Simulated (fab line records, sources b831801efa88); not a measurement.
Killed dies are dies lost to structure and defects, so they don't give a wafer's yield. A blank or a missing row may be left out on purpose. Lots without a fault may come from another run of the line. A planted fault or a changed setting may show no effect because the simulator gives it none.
fab line records | flow sky130
record lots=12 wafers=36 last_day=50
route steps=708 shown FIELD_ISO@28 NWELL@64 LOCAL_INTERCONNECT@399 CONTACT@407
lots that met no fault: from a run of the same line without faults
start_h: hours from the record's first day to the start of the lot's first wafer shown | wait_h: hours since the lot's step before | " the same as in the row above | L1.1+2: a row that stands for several wafers | - no value, or no start given | * or withheld: withheld | < > ~ a bound
route shown NAME@n: a module of which the file shows steps, and the number in the route of the first | usual: mean/standard deviation of fault-free wafers | same: alike in all rows | chamber/n: place in a boat | sites: the reading at each site | _std_site: their standard deviation | _edge_site: outer sites' mean less inner sites' | radius_mm: how far each site lies from the wafer's centre | mask NAME#n: copy n | behind: the tool/chamber that last shaped the wafer | hold: why the lot was held/for how many hours/how that ended | device: the transistor (n, p or np) that didn't switch | end of line: the same wafers' tests at the end of the route | a step without rows: its recipe alone | killed: dies lost to structure and defects at the first sort, not the wafer's yield | map: a wafer's dies, x killed, . not, _ none there
set.NAME: the setting as run; set.NAME@STEP: as run at that earlier step | model.NAME: the simulator's own value behind a step, which no gauge read
steps of the route over a sample of lots; a table a step, a row a wafer
services: from which hour (start_h, from the record's first day; less than 0 if before it) a tool's chamber was out of use, for how many hours, and why
## steps
# step SKY_FIELD_ISO_CMP_27
# recipe stop_on=Si3N4 t_overpolish_s=16 down_force_psi=4 platen_rpm=60 target_thk_nm=457.8 pad_velocity_m_s=0.94248
# usual edge_zone_pressure_frac=1.000/0.0053 motor_current_A=12.0/1.5 overpolish_run_s=16.000/0.0092 slurry_filter_dp_kPa=13.50/0.15 time_to_endpoint_s=112/4.2
# columns lot.wafer tool chamber start_h wait_h edge_zone_pressure_frac motor_current_A overpolish_run_s slurry_filter_dp_kPa time_to_endpoint_s
L297.1 cmp-02 3 33.42 0.0 0.995 9.7 16.003 13.31 117
L297.4 " 0 " " 1.004 11.6 15.997 13.28 117
L297.5 " 0 " " 1.007 11.8 16.025 13.63 116
L299.1 cmp-01 2 44.06 0.1 1.005 14.9 16.008 13.25 109
L299.6 " 3 " " 0.999 13.0 15.996 13.50 110
L299.5 " 0 " " 0.998 11.4 15.997 13.47 115
L301.2 cmp-01 1 54.56 0.0 0.995 10.5 15.988 13.60 113
L301.3 " 0 " " 1.008 11.1 15.985 13.46 113
L301.5 " 1 " " 1.007 10.1 16.009 13.58 110
L302.3 cmp-02 2 62.16 0.1 1.009 11.5 16.005 13.73 114
L302.2 " 3 " " 0.996 10.1 15.999 13.67 119
L302.5 " 1 " " 0.993 14.1 16.011 13.20 122
L305.2 cmp-01 0 78.50 0.0 1.000 11.0 16.015 13.24 121
L305.3 " 2 " " 0.999 14.9 15.988 13.38 115
L305.5 " 1 " " 1.003 10.8 16.006 13.20 110
L307.1 cmp-01 0 91.45 0.0 1.004 11.3 16.006 13.40 114
L307.3 " 2 " " 0.998 14.1 16.009 13.56 106
L307.5 " 1 " " 1.003 11.0 16.006 13.86 109
L308.3 cmp-02 0 94.91 0.1 0.997 11.1 16.000 13.67 105
L308.6 " 2 " " 0.986 11.7 15.993 13.57 106
L308.5 " 3 " " 1.004 10.1 15.993 13.39 108
L309.1 cmp-01 1 98.67 0.0 0.993 11.0 16.000 13.43 112
L309.2 " 2 " " 0.998 14.2 15.999 13.45 110
L309.4 " 0 " " 0.991 11.2 16.007 13.65 119
L316.1 cmp-02 2 135.87 0.0 0.999 11.3 16.008 13.33 111
L316.2 " 1 " " 0.999 12.9 16.017 13.62 116
L316.5 " 3 " " 0.995 10.4 16.003 13.68 109
L317.4 cmp-02 0 141.66 0.1 1.002 11.4 15.992 13.38 103
L317.6 " 1 " " 0.995 13.4 15.987 13.54 104
L317.5 " 2 " " 0.998 11.4 16.013 13.60 103
L318.3 cmp-01 2 143.01 0.0 1.005 14.8 16.002 13.39 114
L318.1 " 0 " " 0.998 11.1 15.999 13.45 120
L318.5 " 3 " " 1.004 11.9 15.984 13.58 110
L320.3 cmp-02 1 154.21 0.1 1.006 13.7 15.991 13.44 113
L320.2 " 2 " " 0.999 11.9 16.002 13.56 106
L320.5 " 0 " " 1.003 11.1 15.993 13.49 110
# step SKY_NWELL_IMPLANT_11
# recipe species=P energy_kev=400 dose_cm2=1.9e+13 tilt_deg=withheld
# usual beam_energy_keV=399.96/0.13
# columns lot.wafer tool chamber start_h wait_h beam_energy_keV
L297.1 implanter-01 0 84.42 0.0 399.80
L297.4 " 0 " " 399.83
L297.5 " 0 " " 399.72
L299.1 implanter-04 0 95.86 0.0 400.26
L299.5 " 0 " " 400.34
L299.6 " 0 " " 400.06
L301.2 implanter-01 0 105.93 0.0 399.91
L301.3 " 0 " " 399.76
L301.5 " 0 " " 399.75
L302.2 implanter-03 0 117.40 0.0 399.92
L302.3 " 0 " " 399.94
L302.5 " 0 " " 399.82
L305.2 implanter-03 0 133.60 0.0 399.90
L305.3 " 0 " " 399.95
L305.5 " 0 " " 399.97
L307.1 implanter-03 0 151.72 0.0 399.75
L307.3 " 0 " " 400.08
L307.5 " 0 " " 400.00
L308.3 implanter-03 0 153.37 0.1 400.13
L308.5 " 0 " " 399.93
L308.6 " 0 " " 399.90
L309.1 implanter-04 0 156.72 0.0 400.27
L309.2 " 0 " " 399.95
L309.4 " 0 " " 400.09
L316.1 implanter-04 0 200.81 0.0 349.94
L316.2 " 0 " " 349.85
L316.5 " 0 " " 349.82
L317.4 implanter-04 0 206.57 0.1 349.89
L317.5 " 0 " " 349.93
L317.6 " 0 " " 349.89
L318.1 implanter-03 0 208.89 0.0 399.91
L318.3 " 0 " " 400.08
L318.5 " 0 " " 399.97
L320.2 implanter-03 0 221.12 0.0 400.02
L320.3 " 0 " " 399.86
L320.5 " 0 " " 399.99
# step SKY_NWELL_TW_MEAS_15
# usual NWELL_TW=1810/12
# columns lot.wafer tool chamber start_h wait_h NWELL_TW
L297.1 film_metro-03 - 84.97 0.1 1806
L297.4 " - " " 1828
L297.5 " - " " 1826
L299.1 film_metro-02 - 96.41 0.1 1816
L299.5 " - " " 1808
L299.6 " - " " 1808
L301.2 film_metro-04 - 106.47 0.1 1781
L301.3 " - " " 1789
L301.5 " - " " 1780
L302.2 film_metro-03 - 117.93 0.1 1807
L302.3 " - " " 1813
L302.5 " - " " 1810
L305.2 film_metro-04 - 134.13 0.1 1807
L305.3 " - " " 1811
L305.5 " - " " 1808
L307.1 film_metro-02 - 152.27 0.1 1804
L307.3 " - " " 1819
L307.5 " - " " 1817
L308.3 film_metro-04 - 153.89 0.1 1789
L308.5 " - " " 1787
L308.6 " - " " 1787
L309.1 film_metro-04 - 157.27 0.1 1792
L309.2 " - " " 1790
L309.4 " - " " 1795
L316.1 film_metro-02 - 201.36 0.1 1772
L316.2 " - " " 1779
L316.5 " - " " 1772
L317.4 film_metro-04 - 207.07 0.1 1783
L317.5 " - " " 1767
L317.6 " - " " 1780
L318.1 film_metro-04 - 209.44 0.1 1803
L318.3 " - " " 1822
L318.5 " - " " 1808
L320.2 film_metro-02 - 221.65 0.1 1825
L320.3 " - " " 1818
L320.5 " - " " 1807
# step SKY_NWELL_RS_MEAS_29
# recipe thk_meas_gauge=four-point-probe
# usual NWELL_RS=624.6/1.7
# columns lot.wafer tool chamber start_h wait_h NWELL_RS[ohm/sq]
L297.1 film_metro-02 - 102.42 0.2 625.6
L297.4 " - " " 624.6
L297.5 " - " " 624.3
L299.1 film_metro-03 - 114.10 0.1 624.8
L299.5 " - " " 624.6
L299.6 " - " " 626.7
L301.2 film_metro-04 - 124.47 0.1 627.5
L301.3 " - " " 627.3
L301.5 " - " " 627.2
L302.2 film_metro-02 - 136.37 0.1 623.7
L302.3 " - " " 623.4
L302.5 " - " " 624.0
L305.2 film_metro-02 - 153.69 0.1 624.5
L305.3 " - " " 623.9
L305.5 " - " " 623.1
L307.1 film_metro-03 - 172.87 0.1 623.4
L307.3 " - " " 623.5
L307.5 " - " " 625.6
L308.3 film_metro-04 - 174.72 0.1 627.2
L308.5 " - " " 627.1
L308.6 " - " " 626.2
L309.1 film_metro-02 - 177.88 0.1 624.3
L309.2 " - " " 623.5
L309.4 " - " " 624.9
L316.1 film_metro-04 - 223.38 0.1 647.5
L316.2 " - " " 649.1
L316.5 " - " " 647.7
L317.4 film_metro-03 - 229.04 0.1 647.1
L317.5 " - " " 644.9
L317.6 " - " " 646.9
L318.1 film_metro-03 - 232.12 0.1 624.9
L318.3 " - " " 623.7
L318.5 " - " " 621.4
L320.2 film_metro-02 - 245.59 0.1 623.2
L320.3 " - " " 624.4
L320.5 " - " " 624.0
# step SKY_LOCAL_INTERCONNECT_OVL_MEAS_12
# usual LOCAL_INTERCONNECT_OVL=2/5.1
# columns lot.wafer tool chamber start_h wait_h LOCAL_INTERCONNECT_OVL[nm]
L297.1 overlay-02 - 703.74 0.1 -4
L297.4 " - " " 2
L297.5 " - " " -2
L299.1 overlay-02 - 717.95 0.1 -7
L299.5 " - " " -13
L299.6 " - " " -2
L301.2 overlay-01 - 729.16 0.1 -8
L301.3 " - " " -6
L301.5 " - " " -3
L302.2 overlay-02 - 754.81 0.1 6
L302.3 " - " " -6
L302.5 " - " " 0
L305.2 overlay-02 - 774.42 0.1 6
L305.3 " - " " -2
L305.5 " - " " 2
L307.1 overlay-02 - 796.47 1.6 7
L307.3 " - " " 7
L307.5 " - " " 2
L308.3 overlay-02 - 797.22 0.1 -5
L308.5 " - " " 3
L308.6 " - " " 2
L309.1 overlay-01 - 807.91 0.1 0
L309.2 " - " " 0
L309.4 " - " " 3
L316.1 overlay-02 - 859.79 0.1 1
L316.2 " - " " 4
L316.5 " - " " 1
L317.4 overlay-01 - 863.11 0.1 4
L317.5 " - " " -1
L317.6 " - " " 7
L318.1 overlay-01 - 865.18 0.1 2
L318.3 " - " " -1
L318.5 " - " " 2
L320.2 overlay-01 - 884.49 0.1 4
L320.3 " - " " 5
L320.5 " - " " 1
# step SKY_CONTACT_THK_MEAS_01
# recipe reads=Si3N4_of_CONTACT_CVD_00
# usual CONTACT_CVD_00_THK=74.8/0.89
# columns lot.wafer tool chamber start_h wait_h CONTACT_CVD_00_THK[nm]
L297.1 film_metro-01 - 704.54 - 74.0
L297.4 " - " " 75.6
L297.5 " - " " 75.5
L299.1 film_metro-01 - 718.78 - 75.6
L299.5 " - " " 75.2
L299.6 " - " " 76.1
L301.2 film_metro-03 - 729.98 - 75.7
L301.3 " - " " 74.6
L301.5 " - " " 75.8
L302.2 film_metro-04 - 755.63 - 74.3
L302.3 " - " " 73.6
L302.5 " - " " 75.3
L305.2 film_metro-03 - 775.21 - 74.4
L305.3 " - " " 74.7
L305.5 " - " " 75.6
L307.1 film_metro-03 - 797.40 - 74.7
L307.3 " - " " 74.7
L307.5 " - " " 75.8
L308.3 film_metro-01 - 798.06 - 73.4
L308.5 " - " " 76.2
L308.6 " - " " 75.0
L309.1 film_metro-03 - 808.69 - 72.4
L309.2 " - " " 74.7
L309.4 " - " " 76.7
L316.1 film_metro-01 - 860.57 - 75.5
L316.2 " - " " 74.2
L316.5 " - " " 76.1
L317.4 film_metro-03 - 864.33 - 75.8
L317.5 " - " " 75.6
L317.6 " - " " 75.4
L318.1 film_metro-01 - 866.06 - 74.0
L318.3 " - " " 75.1
L318.5 " - " " 75.1
L320.2 film_metro-03 - 885.31 - 74.8
L320.3 " - " " 74.3
L320.5 " - " " 75.4
## services
# columns tool chamber start_h hours kind
implanter-04 - 20.20 2.9 pm
cmp-02 - 25.65 3.6 repair
cmp-01 - 26.63 1.7 repair
cmp-01 - 35.95 1.0 repair
cmp-02 - 64.00 4.0 pm
cmp-02 - 68.00 - consumable_replace:conditioner
cmp-02 - 68.00 - consumable_replace:pad
cmp-02 - 89.25 0.2 repair
cmp-02 - 90.34 2.6 repair
cmp-01 - 95.01 0.5 repair
implanter-01 - 99.24 2.4 repair
implanter-03 - 100.45 1.5 repair
implanter-01 - 128.74 2.6 repair
cmp-02 - 143.01 0.5 repair
cmp-01 - 161.35 0.4 repair
cmp-02 - 205.18 7.8 repair
## key
first_sign step=SKY_NWELL_IMPLANT_11 reading=beam_energy_keV direction=down sigmas=99+ usual=* struck=*
effect step=SKY_NWELL_TW_MEAS_15 reading=NWELL_TW direction=down sigmas=2.8 usual=1810 struck=1776
effect step=SKY_NWELL_RS_MEAS_29 reading=NWELL_RS direction=up sigmas=13 usual=624.6 struck=647.2
met_at SKY_NWELL_IMPLANT_11
struck_lots L316,L317
tester_left_out L316,L317
not_acting_at SKY_FIELD_ISO_CMP_27,SKY_LOCAL_INTERCONNECT_OVL_MEAS_12,SKY_CONTACT_THK_MEAS_01
onset_between 156.72 200.81
fault kind=process_parameter_drift tool=implanter-04 chamber=- onset_h=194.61 steps=SKY_NWELL_IMPLANT_11 channel=energy_kev offset=* shape=step end_h=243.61 acts_in=* stated=*
# tester_left_out: of these lots the tester's yield and bins aren't shown, on N5 and GAA mostly nor the transistor test; their killed dies are dies lost to structure and defects alone, not to doping, threshold or leakage, so they don't give the yield
